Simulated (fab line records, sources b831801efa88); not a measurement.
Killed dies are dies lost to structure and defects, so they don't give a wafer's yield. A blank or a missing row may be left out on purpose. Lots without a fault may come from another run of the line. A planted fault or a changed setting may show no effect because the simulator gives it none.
fab line records | flow gf180mcu
record lots=5 wafers=15 last_day=34
route steps=602 shown MIM@518 M5@526 V5@540
lots that met no fault: from a run of the same line without faults
start_h: hours from the record's first day to the start of the lot's first wafer shown | wait_h: hours since the lot's step before | " the same as in the row above | L1.1+2: a row that stands for several wafers | - no value, or no start given | * or withheld: withheld | < > ~ a bound
route shown NAME@n: a module of which the file shows steps, and the number in the route of the first | usual: mean/standard deviation of fault-free wafers | same: alike in all rows | chamber/n: place in a boat | sites: the reading at each site | _std_site: their standard deviation | _edge_site: outer sites' mean less inner sites' | radius_mm: how far each site lies from the wafer's centre | mask NAME#n: copy n | behind: the tool/chamber that last shaped the wafer | hold: why the lot was held/for how many hours/how that ended | device: the transistor (n, p or np) that didn't switch | end of line: the same wafers' tests at the end of the route | a step without rows: its recipe alone | killed: dies lost to structure and defects at the first sort, not the wafer's yield | map: a wafer's dies, x killed, . not, _ none there
set.NAME: the setting as run; set.NAME@STEP: as run at that earlier step | model.NAME: the simulator's own value behind a step, which no gauge read
lots at some steps of the route; a table a step, a row a wafer
services: from which hour (start_h, from the record's first day; less than 0 if before it) a tool's chamber was out of use, for how many hours, and why
## steps
# step GF_MIM_SOFTBAKE_15
# recipe temp_c=90 time_s=60 resist=NOVOLAK
# columns lot.wafer tool chamber start_h wait_h
L079.2+5+6 litho_track-03 0 629.98 0.1
L081.3+5+6 litho_track-01 0 638.32 0.1
L084.1+2+4 litho_track-01 0 659.92 0.1
L087.1+3+4 litho_track-01 0 674.87 0.1
L095.1+3+6 litho_track-01 0 732.37 0.1
# step GF_MIM_EXPOSE_16
# recipe mask_id=FuseTop target_cd_nm=2000 na=0.6 source_shape=conventional sigma_outer=0.6 dose_mj=140
# columns lot.wafer tool chamber start_h wait_h mask
L079.2+5+6 iline_stepper-02 0 - - FuseTop#0
L081.3+5+6 iline_stepper-02 0 - - FuseTop#0
L084.1+2+4 iline_stepper-01 0 - - FuseTop#0
L087.1+3+4 iline_stepper-02 0 - - FuseTop#0
L095.1+3+6 iline_stepper-01 0 - - FuseTop#0
# step GF_MIM_PEB_17
# recipe temp_c=withheld time_s=* resist=NOVOLAK
# columns lot.wafer tool chamber start_h wait_h
L079.2+5+6 litho_track-03 0 - -
L081.3+5+6 litho_track-03 0 - -
L084.1+2+4 litho_track-03 0 - -
L087.1+3+4 litho_track-01 0 - -
L095.1+3+6 litho_track-02 0 - -
# step GF_MIM_DEVELOP_18
# recipe develop_time_s=60 dev_temp_c=23
# usual developer_temp_C=23.00/0.099
# columns lot.wafer tool chamber start_h wait_h developer_temp_C
L079.2 litho_track-03 0 639.78 0.1 23.03
L079.5 " 0 " " 23.00
L079.6 " 0 " " 23.13
L081.3 litho_track-03 0 647.65 0.1 22.85
L081.5 " 0 " " 22.84
L081.6 " 0 " " 22.96
L084.1 litho_track-03 0 668.70 0.1 22.75
L084.2 " 0 " " 22.86
L084.4 " 0 " " 22.91
L087.1 litho_track-01 0 684.22 0.1 23.05
L087.3 " 0 " " 23.03
L087.4 " 0 " " 23.07
L095.1 litho_track-02 0 741.15 0.1 23.17
L095.3 " 0 " " 23.12
L095.6 " 0 " " 23.16
# step GF_MIM_METAL_ETCH_19
# recipe chemistry=Cl2/BCl3 mask_material=NOVOLAK stop_on=Si3N4 target_depth_nm=324.5 pressure_mtorr=8 icp_w=800 bias_w=140 Cl2_flow_sccm=80 bcl3_flow_sccm=40 time_s=54.1
# usual bias_w=140.0/0.38 drypump_motor_current_A=5.66/0.23 he_backside_leak_sccm=3.3/0.31 oes_product_au=0.940/0.0072 throttle_valve_pct=28.285/0.011
# columns lot.wafer tool chamber start_h wait_h bias_w drypump_motor_current_A he_backside_leak_sccm oes_product_au rf_hours_counter_h throttle_valve_pct
L079.2 rie_metal-02 1 639.90 0.1 139.7 5.84 3.0 0.944 13 28.283
L079.5 " 1 " " 139.8 5.79 3.2 0.927 - 28.304
L079.6 " 0 " " 139.8 5.58 3.3 0.945 - 28.292
L081.3 rie_metal-02 0 647.78 0.1 140.0 5.56 3.3 0.939 - 28.295
L081.5 " 0 " " 140.0 5.55 3.5 0.936 - 28.276
L081.6 " 1 " " 139.5 5.86 3.0 0.940 - 28.297
L084.1 rie_metal-02 1 668.85 0.1 139.8 5.84 3.1 0.938 15 28.288
L084.2 " 0 " " 139.7 5.57 3.4 0.944 2 28.310
L084.4 " 0 " " 140.5 5.57 3.4 0.938 - 28.279
L087.1 rie_metal-01 0 684.37 0.1 140.2 5.27 3.5 0.946 12 28.288
L087.3 " 1 " " 140.0 5.83 3.0 0.946 - 28.286
L087.4 " 0 " " 139.1 5.27 3.4 0.948 - 28.274
L095.1 rie_metal-02 1 741.30 0.1 140.1 5.87 3.1 0.944 1 28.289
L095.3 " 0 " " 140.2 5.58 3.6 0.950 - 28.265
L095.6 " 0 " " 140.3 5.58 3.4 0.938 - 28.279
# step GF_MIM_STRIP_20
# recipe chemistry=O2/N2 power_w=1400 pressure_mtorr=1500 platen_temp_c=250 o2_flow_sccm=3000 n2_flow_sccm=300 overash_fraction=0.5
# usual drypump_motor_current_A=6.1/0.34 heater_power_w=322/36 oes_product_au=0.693/0.0049 strip_time_to_endpoint_s=11.23/0.044
# columns lot.wafer tool chamber start_h wait_h drypump_motor_current_A heater_power_w oes_product_au rf_hours_counter_h strip_time_to_endpoint_s
L079.2 plasma_asher-01 0 639.97 0.0 6.3 314 0.699 59 11.28
L079.5 " 0 " " 6.3 324 0.691 - 11.28
L079.6 " 1 " " 5.6 323 0.689 - 11.20
L081.3 plasma_asher-01 1 647.86 0.1 5.6 316 0.692 - 11.26
L081.5 " 1 " " 5.6 307 0.695 - 11.28
L081.6 " 0 " " 6.3 317 0.689 - 11.28
L084.1 plasma_asher-01 1 668.92 0.0 5.6 324 0.694 63 11.24
L084.2 " 0 " " 6.3 310 0.697 63 11.24
L084.4 " 0 " " 6.2 317 0.689 - 11.24
L087.1 plasma_asher-03 1 684.44 0.0 6.1 300 0.687 91 11.21
L087.3 " 0 " " 6.6 309 0.690 - 11.20
L087.4 " 1 " " 6.2 300 0.687 - 11.23
L095.1 plasma_asher-01 0 741.37 0.0 6.3 324 0.692 72 11.22
L095.3 " 0 " " 6.3 314 0.689 - 11.29
L095.6 " 1 " " 5.6 309 0.694 - 11.29
# step GF_MIM_STRIP_21
# recipe chemistry=post_etch_residue_remover time_s=1200 temp_c=72.5
# columns lot.wafer tool chamber start_h wait_h
L079.2+5+6 wet_bench-04 3 640.07 0.1
L081.3+5+6 wet_bench-03 2 647.92 0.0
L084.1+2+4 wet_bench-04 0 669.02 0.1
L087.1+3+4 wet_bench-04 1 684.54 0.1
L095.1+3+6 wet_bench-04 2 741.47 0.1
# step GF_MIM_CLEAN_22
# recipe chemistry=DIW dry=n2_spin
# columns lot.wafer tool chamber start_h wait_h
L079.2+5+6 wet_bench-03 1 640.41 0.0
L081.3+5+6 wet_bench-01 3 648.26 0.0
L084.1+2+4 wet_bench-01 3 669.36 0.0
L087.1+3+4 wet_bench-03 0 684.88 0.0
L095.1+3+6 wet_bench-03 3 741.81 0.0
# step GF_M5_DEHYDRATE_00
# recipe temp_c=200 time_s=60
# columns lot.wafer tool chamber start_h wait_h
L079.2+5+6 litho_track-02 0 649.97 9.5
L081.3+5+6 litho_track-01 0 657.57 9.2
L084.1+2+4 litho_track-01 0 678.12 8.7
L087.1+3+4 litho_track-04 0 693.19 8.2
L095.1+3+6 litho_track-04 0 749.49 7.6
# step GF_M5_HMDS_01
# recipe prime_time_s=60 prime_temp_c=120
# columns lot.wafer tool chamber start_h wait_h
L079.2+5+6 litho_track-02 0 650.12 0.1
L081.3+5+6 litho_track-01 0 657.72 0.1
L084.1+2+4 litho_track-01 0 678.27 0.1
L087.1+3+4 litho_track-04 0 693.34 0.1
L095.1+3+6 litho_track-04 0 749.64 0.1
# step GF_M5_COAT_02
# recipe resist=KrF spin_rpm=withheld resist_thk_nm=1000
# columns lot.wafer tool chamber start_h wait_h
L079.2+5+6 litho_track-02 0 650.27 0.1
L081.3+5+6 litho_track-01 0 657.87 0.1
L084.1+2+4 litho_track-01 0 678.42 0.1
L087.1+3+4 litho_track-04 0 693.49 0.1
L095.1+3+6 litho_track-04 0 749.79 0.1
# step GF_M5_SOFTBAKE_03
# recipe temp_c=130 time_s=61.55 resist=KrF
# usual plate_sensor_t_centre_C=131.01/0.0099 plate_sensor_t_edge_C=131.21/0.01
# columns lot.wafer tool chamber start_h wait_h plate_sensor_t_centre_C plate_sensor_t_edge_C
L079.2 litho_track-02 0 650.42 0.1 131.03 131.21
L079.5 " 0 " " 131.01 131.21
L079.6 " 0 " " 131.02 131.21
L081.3 litho_track-01 0 658.02 0.1 131 131.22
L081.5 " 0 " " 131.02 131.21
L081.6 " 0 " " 131.02 131.2
L084.1 litho_track-01 0 678.57 0.1 131 131.2
L084.2 " 0 " " 131.01 131.19
L084.4 " 0 " " 131.02 131.22
L087.1 litho_track-04 0 693.64 0.1 131.01 131.21
L087.3 " 0 " " 131.02 131.2
L087.4 " 0 " " 131.01 131.21
L095.1 litho_track-04 0 749.94 0.1 131 131.23
L095.3 " 0 " " 131 131.21
L095.6 " 0 " " 131.01 131.21
# step GF_M5_EXPOSE_04
# recipe mask_id=Metal5 target_cd_nm=280 na=0.68 source_shape=conventional sigma_outer=0.6 dose_mj=28
# columns lot.wafer tool chamber start_h wait_h mask
L079.2+5+6 krf_scanner-02 0 - - Metal5#0
L081.3+5+6 krf_scanner-02 0 - - Metal5#0
L084.1+2+4 krf_scanner-01 0 - - Metal5#0
L087.1+3+4 krf_scanner-02 0 - - Metal5#0
L095.1+3+6 krf_scanner-02 0 - - Metal5#0
# step GF_M5_PEB_05
# recipe peb_temp_c=135 peb_time_s=90 resist=KrF
# columns lot.wafer tool chamber start_h wait_h
L079.2+5+6 litho_track-04 0 - -
L081.3+5+6 litho_track-04 0 - -
L084.1+2+4 litho_track-02 0 - -
L087.1+3+4 litho_track-04 0 - -
L095.1+3+6 litho_track-02 0 - -
# step GF_M5_DEVELOP_06
# recipe develop_time_s=60 dev_temp_c=21
# usual developer_temp_C=20.99/0.11
# columns lot.wafer tool chamber start_h wait_h developer_temp_C
L079.2 litho_track-04 0 660.36 0.2 20.98
L079.5 " 0 " " 21.01
L079.6 " 0 " " 20.96
L081.3 litho_track-04 0 667.39 0.1 21.11
L081.5 " 0 " " 21.04
L081.6 " 0 " " 21.09
L084.1 litho_track-02 0 688.25 0.2 21.17
L084.2 " 0 " " 21.20
L084.4 " 0 " " 21.09
L087.1 litho_track-04 0 702.94 0.2 21.12
L087.3 " 0 " " 21.18
L087.4 " 0 " " 21.11
L095.1 litho_track-02 0 758.15 0.2 20.94
L095.3 " 0 " " 20.91
L095.6 " 0 " " 20.92
# step GF_M5_CD_MEAS_07
# recipe target_cd_nm=280
# usual cd_nm=280.2/1.3
# columns lot.wafer tool chamber start_h wait_h cd_nm
L079.2 cd_sem-01 - 660.51 0.1 280.3
L079.5 " - " " 281.0
L079.6 " - " " 281.1
L081.3 cd_sem-01 - 667.53 0.1 281.1
L081.5 " - " " 282.1
L081.6 " - " " 280.2
L084.1 cd_sem-01 - 688.40 0.1 279.2
L084.2 " - " " 280.2
L084.4 " - " " 278.6
L087.1 cd_sem-01 - 703.09 0.1 282.2
L087.3 " - " " 280.9
L087.4 " - " " 279.3
L095.1 cd_sem-02 - 758.30 0.1 279.7
L095.3 " - " " 279.5
L095.6 " - " " 279.2
# step GF_M5_OVL_MEAS_08
# usual M5_OVL=0/4.8
# columns lot.wafer tool chamber start_h wait_h M5_OVL[nm]
L079.2 overlay-01 - 660.61 0.1 0
L079.5 " - " " -1
L079.6 " - " " 1
L081.3 overlay-01 - 667.62 0.1 -8
L081.5 " - " " -4
L081.6 " - " " -3
L084.1 overlay-01 - 688.52 0.1 5
L084.2 " - " " -1
L084.4 " - " " 0
L087.1 overlay-01 - 703.21 0.1 -4
L087.3 " - " " -3
L087.4 " - " " 0
L095.1 overlay-01 - 758.42 0.1 -7
L095.3 " - " " -6
L095.6 " - " " 6
# step GF_M5_ETCH_09
# recipe chemistry=CF4/O2 target=Si3N4 target_depth_nm=52 source_w=800 bias_w=150 pressure_mtorr=150 cf4_flow_sccm=80 O2_flow_sccm=10 time_s=11.6
# usual bias_w=150.1/0.42 drypump_motor_current_A=5.6/0.51 oes_product_au=0.990/0.016 throttle_valve_pct=5.968/0.0098
# columns lot.wafer tool chamber start_h wait_h bias_w drypump_motor_current_A oes_product_au rf_hours_counter_h throttle_valve_pct
L079.2 rie_diel-02 1 660.64 0.0 150.2 5.2 0.984 25 5.962
L079.5 " 3 " " 149.6 6.1 0.968 - 5.971
L079.6 " 0 " " 150.0 5.0 0.983 - 5.960
L081.3 rie_diel-04 0 667.64 0.0 149.9 5.4 0.994 17 5.967
L081.5 " 1 " " 149.5 6.0 0.990 - 5.970
L081.6 " 3 " " 150.2 6.1 1.005 - 5.973
L084.1 rie_diel-02 2 688.55 0.0 149.7 5.1 1.004 45 5.953
L084.2 " 0 " " 149.7 5.0 0.978 11 5.957
L084.4 " 0 " " 150.0 5.0 0.970 - 5.961
L087.1 rie_diel-04 1 703.24 0.0 149.5 6.0 0.982 17 5.969
L087.3 " 2 " " 149.6 6.0 1.017 0 5.972
L087.4 " 0 " " 150.2 5.4 0.998 18 5.952
L095.1 rie_diel-02 1 758.45 0.0 149.9 5.2 0.981 28 5.978
L095.3 " 0 " " 150.0 5.0 0.977 14 5.981
L095.6 " 1 " " 150.0 5.2 0.985 - 5.958
# step GF_M5_METAL_ETCH_10
# recipe chemistry=Cl2/BCl3 mask_material=KrF target_depth_nm=750.8 stop_on=SiO2 pressure_mtorr=8 icp_w=800 bias_w=140 Cl2_flow_sccm=80 bcl3_flow_sccm=40 time_s=125.1
# usual bias_w=139.9/0.44 drypump_motor_current_A=6.0/0.42 he_backside_leak_sccm=3.28/0.28 oes_product_au=0.989/0.0059 throttle_valve_pct=28.231/0.01
# columns lot.wafer tool chamber start_h wait_h bias_w drypump_motor_current_A he_backside_leak_sccm oes_product_au rf_hours_counter_h throttle_valve_pct
L079.2 rie_metal-04 1 660.67 0.0 139.4 6.4 3.11 0.982 7 28.240
L079.5 " 1 " " 139.5 6.3 3.16 0.985 - 28.238
L079.6 " 0 " " 139.4 6.6 3.65 0.995 - 28.221
L081.3 rie_metal-04 0 667.71 0.1 139.9 6.6 3.47 1.005 - 28.228
L081.5 " 1 " " 139.6 6.3 2.95 0.983 - 28.255
L081.6 " 0 " " 140.7 6.6 3.38 0.988 - 28.219
L084.1 rie_metal-04 0 688.58 0.0 139.7 6.6 3.55 0.994 1 28.215
L084.2 " 1 " " 139.9 6.4 3.24 0.985 8 28.241
L084.4 " 1 " " 139.8 6.3 3.21 0.980 - 28.244
L087.1 rie_metal-01 0 703.26 0.0 139.8 5.3 3.49 0.993 13 28.229
L087.3 " 1 " " 140.8 5.9 3.19 0.990 - 28.238
L087.4 " 0 " " 140.1 5.3 3.39 0.991 - 28.214
L095.1 rie_metal-01 1 758.47 0.0 140.3 5.8 3.11 0.991 7 28.223
L095.3 " 1 " " 139.9 5.8 3.15 0.994 - 28.264
L095.6 " 1 " " 139.8 5.9 3.10 0.986 - 28.232
# step GF_M5_STRIP_11
# recipe chemistry=O2/N2 power_w=1400 pressure_mtorr=1500 platen_temp_c=250 o2_flow_sccm=3000 n2_flow_sccm=300 overash_fraction=0.5
# usual drypump_motor_current_A=6.1/0.41 heater_power_w=307/12 oes_product_au=0.524/0.0051 strip_time_to_endpoint_s=7.06/0.048
# columns lot.wafer tool chamber start_h wait_h drypump_motor_current_A heater_power_w oes_product_au rf_hours_counter_h strip_time_to_endpoint_s
L079.2 plasma_asher-03 0 660.79 0.1 6.6 308 0.528 88 7.12
L079.5 " 0 " " 6.6 312 0.526 - 7.14
L079.6 " 1 " " 6.1 308 0.523 - 7.01
L081.3 plasma_asher-03 1 667.83 0.1 6.2 300 0.522 - 7.03
L081.5 " 0 " " 6.6 307 0.538 - 7.07
L081.6 " 1 " " 6.2 300 0.524 - 7.03
L084.1 plasma_asher-03 0 688.70 0.1 6.6 306 0.524 91 7.02
L084.2 " 1 " " 6.2 302 0.520 91 7.10
L084.4 " 1 " " 6.1 308 0.532 - 7.11
L087.1 plasma_asher-02 0 703.39 0.1 5.7 275 0.531 33 7.05
L087.3 " 1 " " 5.3 321 0.518 - 7.03
L087.4 " 0 " " 5.7 285 0.526 - 7.06
L095.1 plasma_asher-03 1 758.73 0.2 6.2 299 0.521 99 7.03
L095.3 " 0 " " 6.6 317 0.514 - 6.99
L095.6 " 1 " " 6.1 298 0.526 - 7.09
# step GF_M5_STRIP_12
# recipe chemistry=post_etch_residue_remover time_s=1200 temp_c=72.5
# columns lot.wafer tool chamber start_h wait_h
L079.2+5+6 wet_bench-01 3 660.89 0.1
L081.3+5+6 wet_bench-03 0 667.89 0.0
L084.1+2+4 wet_bench-03 0 688.80 0.1
L087.1+3+4 wet_bench-02 3 703.49 0.1
L095.1+3+6 wet_bench-01 2 758.83 0.1
# step GF_M5_CLEAN_13
# recipe chemistry=DIW dry=n2_spin
# columns lot.wafer tool chamber start_h wait_h
L079.2+5+6 wet_bench-02 1 661.24 0.0
L081.3+5+6 wet_bench-03 0 668.24 0.0
L084.1+2+4 wet_bench-02 0 689.15 0.0
L087.1+3+4 wet_bench-03 2 703.87 0.0
L095.1+3+6 wet_bench-02 3 759.17 0.0
# step GF_V5_CVD_00
# recipe material=SiO2 target_thk_nm=300 sigma_open_frac=0.3 temp_c=400 time_s=50 sih4_flow_sccm=60 pressure_mtorr=6
# columns lot.wafer tool chamber start_h wait_h
L079.2+5+6 hdpcvd-01 2,1,0 661.33 0.0
L081.3+5+6 hdpcvd-01 0,1,0 668.33 0.0
L084.1+2+4 hdpcvd-01 0,1,0 689.24 0.0
L087.1+3+4 hdpcvd-02 2,1,0 703.96 0.0
L095.1+3+6 hdpcvd-01 2,0,0 759.27 0.0
# step GF_V5_THK_MEAS_01
# recipe reads=SiO2_of_V5_CVD_00
# usual V5_CVD_00_THK=299/4.3
# columns lot.wafer tool chamber start_h wait_h V5_CVD_00_THK[nm]
L079.2 film_metro-04 - 661.38 0.0 294
L079.5 " - " " 302
L079.6 " - " " 302
L081.3 film_metro-04 - 668.39 0.0 300
L081.5 " - " " 306
L081.6 " - " " 303
L084.1 film_metro-02 - 689.28 0.0 297
L084.2 " - " " 306
L084.4 " - " " 302
L087.1 film_metro-02 - 704.00 0.0 296
L087.3 " - " " 299
L087.4 " - " " 298
L095.1 film_metro-04 - 759.31 0.0 295
L095.3 " - " " 300
L095.6 " - " " 299
# step GF_V5_CVD_02
# recipe material=SiO2 target_thk_nm=1450 precursor=TEOS temp_c=400 time_s=163.28 rf_w=600
# usual heater_power_w=660/120
# columns lot.wafer tool chamber start_h wait_h heater_power_w
L079.2 pecvd-04 2 661.43 0.0 884
L079.5 " 1 " " 640
L079.6 " 2 " " 702
L081.3 pecvd-04 1 668.43 0.0 805
L081.5 " 2 " " 682
L081.6 " 1 " " 641
L084.1 pecvd-04 2 689.34 0.1 838
L084.2 " 1 " " 724
L084.4 " 0 " " 581
L087.1 pecvd-04 1 704.06 0.1 727
L087.3 " 2 " " 831
L087.4 " 1 " " 792
L095.1 pecvd-01 0 759.37 0.1 739
L095.3 " 2 " " 663
L095.6 " 1 " " 372
# step GF_V5_THK_MEAS_03
# recipe reads=SiO2_of_V5_CVD_02
# usual V5_CVD_02_THK=1451/25
# columns lot.wafer tool chamber start_h wait_h V5_CVD_02_THK[nm]
L079.2 film_metro-02 - 661.55 0.1 1407
L079.5 " - " " 1471
L079.6 " - " " 1427
L081.3 film_metro-02 - 668.56 0.1 1425
L081.5 " - " " 1426
L081.6 " - " " 1466
L084.1 film_metro-04 - 689.45 0.1 1416
L084.2 " - " " 1436
L084.4 " - " " 1463
L087.1 film_metro-04 - 704.17 0.1 1432
L087.3 " - " " 1408
L087.4 " - " " 1469
L095.1 film_metro-02 - 759.48 0.1 1401
L095.3 " - " " 1413
L095.6 " - " " 1460
# step GF_V5_CMP_04
# recipe material=SiO2 down_force_psi=4 platen_rpm=60 pad_velocity_m_s=0.94248
# usual motor_current_A=12.3/1.3
# columns lot.wafer tool chamber start_h wait_h motor_current_A
L079.2 cmp-01 0 661.75 0.2 11.6
L079.6 " 1 " " 11.6
L079.5 " 2 " " 13.5
L081.3 cmp-01 1 668.75 0.2 11.9
L081.5 " 2 " " 12.9
L081.6 " 3 " " 12.9
L084.2 cmp-02 0 689.56 0.1 11.2
L084.4 " 1 " " 15.5
L084.1 " 2 " " 11.3
L087.3 cmp-01 2 704.28 0.1 12.2
L087.4 " 3 " " 12.6
L087.1 " 0 " " 13.0
L095.1 cmp-02 0 759.54 0.1 11.3
L095.3 " 2 " " 11.0
L095.6 " 1 " " 15.0
# step GF_V5_BOW_MEAS_05
# recipe mode=bow
# usual V5_BOW=134/9.3
# columns lot.wafer tool chamber start_h wait_h V5_BOW[um]
L079.2 film_metro-02 - 661.92 0.1 133
L079.5 " - " " 137
L079.6 " - " " 139
L081.3 film_metro-02 - 668.94 0.1 129
L081.5 " - " " 124
L081.6 " - " " 123
L084.1 film_metro-04 - 689.81 0.1 126
L084.2 " - " " 134
L084.4 " - " " 134
L087.1 film_metro-02 - 704.53 0.1 128
L087.3 " - " " 144
L087.4 " - " " 126
L095.1 film_metro-01 - 759.84 0.2 138
L095.3 " - " " 147
L095.6 " - " " 138
# step GF_V5_DEHYDRATE_06
# recipe temp_c=200 time_s=60
# columns lot.wafer tool chamber start_h wait_h
L079.2+5+6 litho_track-01 0 670.34 8.4
L081.3+5+6 litho_track-04 0 677.74 8.8
L084.1+2+4 litho_track-03 0 697.80 8.0
L087.1+3+4 litho_track-01 0 713.22 8.7
L095.1+3+6 litho_track-03 0 767.35 7.5
# step GF_V5_HMDS_07
# recipe prime_time_s=60 prime_temp_c=120
# columns lot.wafer tool chamber start_h wait_h
L079.2+5+6 litho_track-01 0 670.49 0.1
L081.3+5+6 litho_track-04 0 677.89 0.1
L084.1+2+4 litho_track-03 0 697.95 0.1
L087.1+3+4 litho_track-01 0 713.37 0.1
L095.1+3+6 litho_track-03 0 767.50 0.1
# step GF_V5_COAT_08
# recipe resist=BARC temp_c=withheld time_s=withheld spin_rpm=withheld resist_thk_nm=withheld
# columns lot.wafer tool chamber start_h wait_h
L079.2+5+6 litho_track-01 0 670.64 0.1
L081.3+5+6 litho_track-04 0 678.04 0.1
L084.1+2+4 litho_track-03 0 698.10 0.1
L087.1+3+4 litho_track-01 0 713.52 0.1
L095.1+3+6 litho_track-03 0 767.65 0.1
# step GF_V5_COAT_09
# recipe resist=KrF spin_rpm=withheld resist_thk_nm=1000
# columns lot.wafer tool chamber start_h wait_h
L079.2+5+6 litho_track-01 0 - -
L081.3+5+6 litho_track-04 0 - -
L084.1+2+4 litho_track-03 0 - -
L087.1+3+4 litho_track-01 0 - -
L095.1+3+6 litho_track-03 0 - -
# step GF_V5_SOFTBAKE_10
# recipe temp_c=130 time_s=60 resist=KrF
# columns lot.wafer tool chamber start_h wait_h
L079.2+5+6 litho_track-01 0 - -
L081.3+5+6 litho_track-04 0 - -
L084.1+2+4 litho_track-03 0 - -
L087.1+3+4 litho_track-01 0 - -
L095.1+3+6 litho_track-03 0 - -
# step GF_V5_EXPOSE_11
# recipe mask_id=Via5 target_cd_nm=260 na=0.68 source_shape=conventional sigma_outer=0.6 dose_mj=38
# columns lot.wafer tool chamber start_h wait_h mask
L079.2+5+6 krf_scanner-02 0 - - Via5#0
L081.3+5+6 krf_scanner-02 0 - - Via5#0
L084.1+2+4 krf_scanner-02 0 - - Via5#0
L087.1+3+4 krf_scanner-01 0 - - Via5#0
L095.1+3+6 krf_scanner-01 0 - - Via5#0
# step GF_V5_PEB_12
# recipe peb_temp_c=135 peb_time_s=90 resist=KrF
# columns lot.wafer tool chamber start_h wait_h
L079.2+5+6 litho_track-01 0 - -
L081.3+5+6 litho_track-03 0 - -
L084.1+2+4 litho_track-04 0 - -
L087.1+3+4 litho_track-01 0 - -
L095.1+3+6 litho_track-03 0 - -
# step GF_V5_DEVELOP_13
# recipe develop_time_s=60 resist=KrF dev_temp_c=21
# usual developer_temp_C=21.01/0.11
# columns lot.wafer tool chamber start_h wait_h developer_temp_C
L079.2 litho_track-01 0 680.14 0.2 20.98
L079.5 " 0 " " 21.10
L079.6 " 0 " " 20.88
L081.3 litho_track-03 0 687.75 0.1 21.10
L081.5 " 0 " " 21.15
L081.6 " 0 " " 21.07
L084.1 litho_track-04 0 707.94 0.2 20.90
L084.2 " 0 " " 20.94
L084.4 " 0 " " 20.90
L087.1 litho_track-01 0 722.62 0.2 20.93
L087.3 " 0 " " 21.05
L087.4 " 0 " " 21.07
L095.1 litho_track-03 0 775.95 0.2 21.05
L095.3 " 0 " " 21.09
L095.6 " 0 " " 20.81
# step GF_V5_CD_MEAS_14
# recipe target_cd_nm=260
# usual cd_nm=259.7/1.1
# columns lot.wafer tool chamber start_h wait_h cd_nm
L079.2 cd_sem-01 - 680.29 0.1 258.6
L079.5 " - " " 258.2
L079.6 " - " " 258.6
L081.3 cd_sem-02 - 687.89 0.1 259.2
L081.5 " - " " 260.0
L081.6 " - " " 258.3
L084.1 cd_sem-02 - 708.09 0.1 257.0
L084.2 " - " " 258.6
L084.4 " - " " 256.6
L087.1 cd_sem-02 - 722.77 0.1 258.1
L087.3 " - " " 259.4
L087.4 " - " " 257.8
L095.1 cd_sem-02 - 776.10 0.1 258.0
L095.3 " - " " 258.7
L095.6 " - " " 260.6
# step GF_V5_OVL_MEAS_15
# usual V5_OVL=4/5
# columns lot.wafer tool chamber start_h wait_h V5_OVL[nm]
L079.2 overlay-01 - 680.39 0.1 10
L079.5 " - " " 2
L079.6 " - " " 3
L081.3 overlay-02 - 687.98 0.1 -5
L081.5 " - " " 1
L081.6 " - " " -1
L084.1 overlay-02 - 708.21 0.1 5
L084.2 " - " " 0
L084.4 " - " " 1
L087.1 overlay-01 - 722.89 0.1 17
L087.3 " - " " 14
L087.4 " - " " 19
L095.1 overlay-02 - 776.22 0.1 3
L095.3 " - " " 8
L095.6 " - " " 1
# step GF_V5_ETCH_16
# recipe chemistry=N2/H2 target_depth_a=withheld overetch_a=withheld time_s=withheld target=BARC ion_energy_ev=200 source_w=500 bias_w=100 pressure_mtorr=29.41 n2_flow_sccm=100 h2_flow_sccm=200
# usual bias_w=100.0/0.31 drypump_motor_current_A=5.6/0.49 oes_product_au=0.855/0.0048 throttle_valve_pct=13.379/0.0091
# columns lot.wafer tool chamber start_h wait_h bias_w drypump_motor_current_A oes_product_au throttle_valve_pct
L079.2 rie_diel-04 1 680.42 0.0 100.1 6.0 0.855 13.362
L079.5 " 3 " " 99.9 6.1 0.857 13.374
L079.6 " 0 " " 99.9 5.4 0.849 13.372
L081.3 rie_diel-04 3 688.01 0.0 100.2 6.1 0.849 13.381
L081.5 " 0 " " 100.0 5.4 0.861 13.370
L081.6 " 1 " " 100.2 6.0 0.851 13.389
L084.1 rie_diel-04 0 708.24 0.0 99.5 5.4 0.857 13.379
L084.2 " 3 " " 99.7 6.1 0.860 13.381
L084.4 " 1 " " 99.9 6.0 0.848 13.388
L087.1 rie_diel-02 3 722.92 0.0 99.6 6.1 0.854 13.387
L087.3 " 0 " " 99.8 5.0 0.842 13.368
L087.4 " 1 " " 100.2 5.2 0.858 13.394
L095.1 rie_diel-04 3 776.26 0.0 99.8 6.1 0.852 13.396
L095.3 " 0 " " 100.3 5.5 0.861 13.373
L095.6 " 1 " " 99.3 6.0 0.850 13.373
# step GF_V5_ETCH_17
# recipe chemistry=C4F8/O2/Ar mask_material=KrF target=SiO2 stop_on=TiN source_w=1500 bias_w=1200 pressure_mtorr=40 c4f8_flow_sccm=withheld O2_flow_sccm=6 Ar_flow_sccm=300 time_s=withheld target_depth_a=8550
# usual bias_w=1200.8/2.9 oes_product_au=0.859/0.0043
# columns lot.wafer tool chamber start_h wait_h bias_w oes_product_au
L079.2 rie_diel-04 1 - - 1204.9 0.863
L079.5 " 3 " " 1200.5 0.851
L079.6 " 0 " " 1204.1 0.855
L081.3 rie_diel-04 3 - - 1203.5 0.862
L081.5 " 0 " " 1201.3 0.861
L081.6 " 1 " " 1197.8 0.858
L084.1 rie_diel-04 0 - - 1201.2 0.852
L084.2 " 3 " " 1199.2 0.857
L084.4 " 1 " " 1200.1 0.858
L087.1 rie_diel-02 3 - - 1202.9 0.858
L087.3 " 0 " " 1205.9 0.862
L087.4 " 1 " " 1198.6 0.863
L095.1 rie_diel-04 3 - - 1201.9 0.867
L095.3 " 0 " " 1201.8 0.864
L095.6 " 1 " " 1207.9 0.864
## services
# columns tool chamber start_h hours kind
hdpcvd-01 2 628.99 3.9 repair
krf_scanner-02 - 629.41 0.2 repair
krf_scanner-02 - 630.98 0.8 pm
plasma_asher-03 - 631.86 2.8 pm
rie_diel-02 1 635.09 8.6 repair
wet_bench-04 - 644.47 5.1 repair
krf_scanner-02 - 647.41 1.3 pm
rie_diel-04 1 653.26 6.2 repair
wet_bench-02 - 677.79 6.4 repair
plasma_asher-03 - 678.87 1.6 repair
hdpcvd-01 - 679.29 2.6 repair
rie_metal-02 0 681.77 9.5 repair
rie_metal-02 - 683.99 0.9 repair
wet_bench-01 - 684.44 0.8 repair
rie_diel-02 1 686.51 4.0 repair
krf_scanner-02 - 707.42 4.0 pm
plasma_asher-03 - 708.02 0.9 repair
rie_diel-04 0 725.09 6.5 repair
rie_metal-02 - 729.67 2.8 pm
krf_scanner-02 - 730.74 1.0 pm
rie_diel-04 1 731.00 9.1 repair
rie_metal-02 - 745.12 0.3 repair
krf_scanner-02 - 745.45 1.8 repair
hdpcvd-01 - 761.91 1.0 repair
## key
fault none
